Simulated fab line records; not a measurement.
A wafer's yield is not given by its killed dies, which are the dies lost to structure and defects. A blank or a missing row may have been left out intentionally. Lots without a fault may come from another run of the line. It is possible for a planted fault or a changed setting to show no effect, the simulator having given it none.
The same fault as seen by 2 desks | flow sky130 | only its own numbers are on each desk; what lay behind them is given at the end

== FROM THE METROLOGY DESK ==
What the gauges read, lot by lot, whatever tool the lot ran on: means of the sampled wafers that have a number. The brackets show how far a lot's mean lies from the usual mean; more than 4 standard deviations puts the lot out of limits, marked OUT.
Columns: A = DNWELL_TW at SKY_DNWELL_TW_MEAS_09, usual 1106; B = VT_ADJUST_HVTP_OVL at SKY_VT_ADJUST_HVTP_OVL_MEAS_08, usual -0.3 nm; C = cd nm at SKY_VT_ADJUST_NCORE_CD_MEAS_07, usual 379.3 nm
lot  | first seen here | A    | B    | C
L600 | day 3 11:45     | 1101 | 0.8  | 380.2
L601 | day 3 16:02     | 1120 | -0.6 | 379.8
L604 | day 4 13:56     | 1100 | -2.3 | 379.3
L605 | day 4 18:57     | 1124 | -1.2 | 377.0
L606 | day 4 19:05     | 1094 | 0.1  | 379.0
L607 | day 4 23:26     | 1101 | -1.4 | 375.9
L608 | day 5 04:20     | 1097 | -0.6 | 375.3
L611 | day 6 00:28     | 1119 | -0.8 | 381.4
L612 | day 6 03:18     | 1102 | 1.0  | 381.9
L615 | day 6 16:18     | 1109 | 0.0  | 380.7
L617 | day 7 11:03     | 1101 | 0.3  | 379.7
L620 | day 8 02:07     | 1111 | 0.7  | 379.5
L621 | day 8 07:05     | 1109 | -1.2 | 379.7
L622 | day 8 10:06     | 1099 | 0.9  | 379.0
This desk's finding: nothing out of limits on any of the 14 lots.

== TOOL OWNER'S DESK, implanter-02 ==
The tool's own readings at SKY_VT_ADJUST_PCH_IMPLANT_08, given as means over the sampled wafers that have a number, one for each lot that went through this tool. The brackets show how far a lot's mean lies from the usual mean; more than 4 standard deviations puts the lot out of limits, marked OUT.
Columns: A = beam energy keV at SKY_VT_ADJUST_PCH_IMPLANT_08, usual 9.999; B = dose ions cm2 at SKY_VT_ADJUST_PCH_IMPLANT_08, usual 5.001e+11; C = faraday current uA at SKY_VT_ADJUST_PCH_IMPLANT_08, usual 2.82
lot  | first seen here | A      | B                           | C
L601 | day 11 01:26    | 9.997  | 5.006e+11                   | 2.80
L607 | day 12 20:52    | 9.999  | 5.004e+11                   | 2.83
L606 | day 12 23:26    | 10.000 | 5.004e+11                   | 2.85
L611 | day 14 08:08    | 10.003 | 5.002e+11                   | 2.74
L615 | day 15 05:13    | 9.993  | 4.428e+11 (-99 or more) OUT | 2.47 (-5.4) OUT
L617 | day 16 07:08    | 10.000 | 4.425e+11 (-99 or more) OUT | 2.50 (-5.0) OUT
This desk's verdict: out of limits on L615, L617, starting with L615 at day 15 05:13 (dose ions cm2 at SKY_VT_ADJUST_PCH_IMPLANT_08). L601, L607, L606, L611 stayed within limits.

== PUT TOGETHER ==
An alarm could have come from the tool owner's desk at day 15 05:13, on L615, L617.
Metrology desk: nothing out of limits seen.
The metrology desk holds a record of L615, L617, inside its limits.
Of the lots named, all ran SKY_VT_ADJUST_PCH_IMPLANT_08 on implanter-02.

== WHAT THE SIMULATOR HAD PUT IN ==
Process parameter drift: implanter-02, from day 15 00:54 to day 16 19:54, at SKY_VT_ADJUST_PCH_IMPLANT_08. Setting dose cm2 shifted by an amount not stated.
Shown lots that were struck: L615, L617.
Each desk's first reading out of limits, in hours after the fault started: the tool owner's desk, 4.
